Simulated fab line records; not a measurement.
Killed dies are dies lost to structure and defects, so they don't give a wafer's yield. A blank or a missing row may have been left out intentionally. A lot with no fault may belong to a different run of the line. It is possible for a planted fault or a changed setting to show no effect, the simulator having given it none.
A lot that was struck, set against a sound lot | flow gf180mcu | 16 steps out of a route of 602
Sound: these wafers, L318.1, L318.3, L318.4. Wafers L322.1, L322.3, L322.5 were the ones struck. At the end, the cause is stated.
For every step that has rows: the tool of each side, followed by ch and its chambers, followed by its first start. Under that, the readings that differ: sound wafers | struck wafers | difference of the means | sigmas: that difference in standard deviations of wafers without a fault.
alike: readings with means less than 2 such deviations apart, plus words and numbers identical on both sides. not compared: withheld readings, readings lacking a value on some wafer, bounds such as >300 that could conceal the same value, and numbers that have no deviation in the record and whose values overlap.
A row with sigmas, a row that says differs or no value, or rows on one side alone: a step with any of these is where the two part. When numbers do not overlap yet have no deviation, they are printed without sigmas and do not part them. A reading that every wafer of one side lacks parts them only if that side has two wafers or more.

first, 1 step without rows for these wafers: GF_HV_LDD_IMPLANT_09.
GF_HV_LDD_STRIP_10: strips in O2/N2.
  sound on plasma asher-01 ch 0,1, day 10 17:05; struck on plasma asher-01 ch 0,1, day 12 06:14
  alike: chamber pressure mTorr, drypump motor current A, heater power w, oes product au, strip time to endpoint s
  not compared: rf hours counter h
GF_HV_LDD_TW_MEAS_11:
  struck on film metro-01, day 12 06:20; sound on film metro-03, day 10 17:11
  reading   | sound          | struck         | difference | sigmas
  HV_LDD_TW | 2399 2408 2418 | 2366 2370 2366 | -41        | -3
then, 7 steps without rows for these wafers: GF_HV_LDD_DEHYDRATE_12 (time 60 s); GF_HV_LDD_HMDS_13 (prime time 60 s); GF_HV_LDD_COAT_14 (resist thk 1000 nm); GF_HV_LDD_SOFTBAKE_15 (time 60 s); GF_HV_LDD_EXPOSE_16 (exposes mask Pplus LV AREA, target cd 400 nm); GF_HV_LDD_PEB_17; GF_HV_LDD_DEVELOP_18 (develop time 60 s).
GF_HV_LDD_CD_MEAS_19: target cd 400 nm.
  struck on cd sem-02, day 13 02:31; sound on cd sem-01, day 11 11:07
  alike: cd nm
GF_HV_LDD_OVL_MEAS_20:
  struck on overlay-02, day 13 02:38; sound on overlay-01, day 11 11:14
  alike: HV_LDD_01_OVL
GF_HV_LDD_IMPLANT_21:
  sound on implanter-04 ch 0, day 11 11:17; struck on implanter-03 ch 0, day 13 02:40
  reading                   | sound             | struck            | difference | sigmas
  implant ion amu           | 49 49 49          | 11 11 11          | -38        |
  model.implant.rp nm (nm)  | 20.73 20.73 20.73 | 82.59 82.59 82.59 | +61.86     |
  model.implant.drp nm (nm) | 11.41 11.41 11.41 | 35.62 35.62 35.62 | +24.21     |
GF_HV_LDD_STRIP_22: strips in O2/N2.
  sound on plasma asher-01 ch 0,1, day 11 11:26; struck on plasma asher-03 ch 0,1, day 13 02:49
  reading            | sound       | struck      | difference | sigmas
  heater power w (W) | 384 381 380 | 312 298 292 | -81        | -2
  alike: chamber pressure mTorr, drypump motor current A, oes product au, strip time to endpoint s
  not compared: rf hours counter h
GF_HV_LDD_TW_MEAS_23:
  struck on film metro-03, day 13 03:09; sound on film metro-01, day 11 11:32
  reading     | sound          | struck      | difference | sigmas
  HV_LDD_2_TW | 1033 1037 1031 | 663 664 665 | -370       | -56
  not compared: hold
GF_PASSIVATION_PROBE_99:
  the record holds rows for the sound wafers here (prober-01, day 29 18:19) but none for the struck ones

WHERE THEY PART
First at GF_HV_LDD_TW_MEAS_11; last, within this record, at GF_PASSIVATION_PROBE_99.

WHY: the cause the simulator had injected
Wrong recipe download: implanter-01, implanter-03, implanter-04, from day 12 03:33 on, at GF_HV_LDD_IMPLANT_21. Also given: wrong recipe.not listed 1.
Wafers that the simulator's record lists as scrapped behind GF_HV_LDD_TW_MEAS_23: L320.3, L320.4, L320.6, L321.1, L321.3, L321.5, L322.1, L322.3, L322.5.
